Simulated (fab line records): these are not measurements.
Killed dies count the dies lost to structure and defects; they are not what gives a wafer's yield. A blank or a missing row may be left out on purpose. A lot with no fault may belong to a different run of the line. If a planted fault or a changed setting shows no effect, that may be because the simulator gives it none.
The same fault as seen by 2 desks -- flow gf180mcu -- each desk holds nothing but its own numbers, with what lay behind them at the end

## AT THE TOOL OWNER'S DESK: pvd sputter-02
The tool's own readings at GF_M4_SPUTTER_03 (material Ti, target thk 10 nm, time 6.7 s): means of the sampled wafers that have a number, for each lot that ran on this tool. The brackets show how far a lot's mean lies from the usual mean; more than 4 standard deviations puts the lot out of limits, marked OUT.
Columns: A = throttle valve pct at GF_M4_SPUTTER_03, usual 29.7 %
lot,first seen here,A
L538,day 25 17:14,29.5
L540,day 26 08:43,29.3
L539,day 26 11:13,29.1
L550,day 29 07:41,29.4
Finding of this desk: none of the 4 lots has anything out of limits.

## AT THE METROLOGY DESK
What the gauges read for every lot (on any tool): the sampled wafers with a number, averaged. The brackets show how far a lot's mean lies from the usual mean; more than 4 standard deviations puts the lot out of limits, marked OUT.
Columns: A = V3_W_RS at GF_V3_RS_MEAS_24, usual 0.3299 ohm/sq; B = V3_W_THK at GF_V3_THK_MEAS_25, usual 352 nm
lot,first seen here,A,B
L538,day 25 16:36,0.3319,346
L540,day 26 08:05,0.3282,355
L539,day 26 10:35,0.3305,353
L542,day 26 21:49,0.3341,347
L546,day 28 09:05,0.3269,354
L547,day 28 15:55,0.3281,353
L550,day 29 07:02,0.3288,356
Finding of this desk: none of the 7 lots has anything out of limits.

## ALL TOGETHER
The desk of the tool owner found nothing out of limits.
Nothing out of limits was seen by the metrology desk.

## WHAT THE SIMULATOR HAD INSERTED
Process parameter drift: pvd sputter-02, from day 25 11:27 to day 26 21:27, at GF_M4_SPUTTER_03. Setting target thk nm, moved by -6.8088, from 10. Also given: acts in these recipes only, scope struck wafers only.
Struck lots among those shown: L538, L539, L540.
